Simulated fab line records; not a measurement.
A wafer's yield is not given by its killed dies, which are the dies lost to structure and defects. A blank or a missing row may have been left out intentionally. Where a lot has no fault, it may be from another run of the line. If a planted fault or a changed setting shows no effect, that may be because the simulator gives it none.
Code-filled problem report in 8D (eight disciplines) form ; flow sky130 ; the parts of the form that need people (team, actions taken, sign-off) are left out

== 1. THE PROBLEM ==
Mean of run length s at SKY_VIA4_SOFTBAKE_07: 98.51 s across 3 wafers in 2 lots; on wafers with no fault it is 89.31 s (standard deviation 0.25). Relative to the usual mean, that is a shift of +37 standard deviations.
The step: time 60 s.
First observed at day 47 13:07: wafer L319.1, on litho track-01. Wafers with a number at this step in the record: 39, from 13 lots. The rule behind "out" and "out of limits": a value lying over 4 standard deviations away from the usual mean. Any other wafer with a number is counted as sound.

== 2. WHAT THIS IS AND IS NOT ==
question;is;is not
which readings at this step;run length s;-
which lots;L319, L322;L301, L303, L304, L305, L306, L308, L310, L311, L312, L313, L314
which wafers of those lots;L319.1, L319.6, L322.4;L319.2, L322.2, L322.5
read on which tools;litho track-01;litho track-02, litho track-04
when;from day 47 13:07;"up to then (34 sound wafers); but 2 sound wafers of L322 came after"

== 3. THE SUSPECTS, EACH WITH WHAT RULES IT OUT ==
Counting: a tool at a process step up to the reading stays a suspect if it ran every lot that is out. Sound lots after the first of them don't rule it out here, since some wafers of a struck lot are sound.
- litho track-01 at SKY_VIA4_SOFTBAKE_07 (time 60 s): kept. Every lot that is out went through it, the first being L319 (day 47 13:07); the last sound lot it ran before that was L312 (day 45 18:02). Out on those wafers are its own readings of run length s.
Remaining after the count: litho track-01 at SKY_VIA4_SOFTBAKE_07.

== 4. THE CAUSE (what the simulator had put in) ==
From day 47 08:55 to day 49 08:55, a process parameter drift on litho track-01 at SKY_VIA4_SOFTBAKE_07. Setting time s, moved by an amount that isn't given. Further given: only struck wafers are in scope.
After counting, this tool was the only one left.

== 5. THE CHAIN OF EFFECTS, in route order ==
Each row: a reading whose mean over the struck wafers that have a number lies more than 3 standard deviations from the usual. Only readings for which the record gives a usual standard deviation are gone through. hours: the time from each lot's start at the first step in this table that gives one to its start at this step, as a median over the lots. sigmas: the change in usual standard deviations.
hours;step;reading;usual;on struck wafers;change;sigmas
0;SKY_VIA4_SOFTBAKE_07;run length s;89.31 s;98.51;+9.20;+37
It contains these process steps:
- SKY_VIA4_SOFTBAKE_07: time 60 s.

== 6. WHAT WOULD HAVE CAUGHT IT SOONER ==
In this record the first reading out of limits was taken at day 47 13:07, 4 hours after the fault began at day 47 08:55.
